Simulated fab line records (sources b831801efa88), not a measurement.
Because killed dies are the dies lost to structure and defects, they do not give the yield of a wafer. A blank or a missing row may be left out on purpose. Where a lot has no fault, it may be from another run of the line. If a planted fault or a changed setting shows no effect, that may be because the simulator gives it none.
Matching of chambers + flow gf180mcu + rie-diel-02 running GF_V4_ETCH_16: 4 sister chambers
The step etches BARC in N2/H2. 7 wafers are shown with their chamber, then 7 later ones without.

== WAFERS, EACH WITH ITS CHAMBER ==
| wafer  | chamber | drypump-motor-current-A (A) | rf-fwd-power-W (W) |
|--------|---------|-----------------------------|--------------------|
| L789.6 | 0       | 6.2                         | 496.0              |
| L790.3 | 0       | 6.1                         | 496.9              |
| L795.3 | 3       | 5.5                         | 496.2              |
| L797.1 | 2       | 5.9                         | 494.2              |
| L797.4 | 3       | 5.5                         | 495.8              |
| L802.1 | 1       | 5.3                         | 494.8              |
| L802.5 | 1       | 5.3                         | 492.9              |

== WAFERS WHOSE CHAMBER IS MISSING ==
| wafer  | drypump-motor-current-A (A) | rf-fwd-power-W (W) |
|--------|-----------------------------|--------------------|
| L802.6 | 5.9                         | 494.1              |
| L809.1 | 6.2                         | 498.2              |
| L809.2 | 5.5                         | 493.8              |
| L809.4 | 5.3                         | 492.9              |
| L810.1 | 5.3                         | 492.8              |
| L810.2 | 6.0                         | 496.3              |
| L810.6 | 5.9                         | 496.3              |

== WHICH CHAMBER EACH WENT THROUGH ==
| wafer  | from the rows above     | in truth |
|--------|-------------------------|----------|
| L802.6 | 2                       | 2        |
| L809.1 | 0                       | 0        |
| L809.2 | 3                       | 3        |
| L809.4 | 1                       | 1        |
| L810.1 | 1                       | 1        |
| L810.2 | can't be placed: 2 or 0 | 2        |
| L810.6 | 2                       | 2        |
Correctly placed: 6 of 7. Can't be placed from these rows: 1 (the true chamber is among the candidates in 1). Placed wrongly: 0.
How it was worked out, from the rows above alone: a wafer's distance from a chamber is the root of the sum, over the readings, of the square of ((its reading less the chamber's mean) divided by the reading's scatter). If the next closest chamber is less than 2 further off than the closest, the wafer can't be placed; otherwise it belongs to the closest. A chamber's mean is the mean of its shown wafers. The scatter: the root of (the sum of the squares of (reading less its chamber's mean) over the shown wafers, divided by (wafers less chambers)).
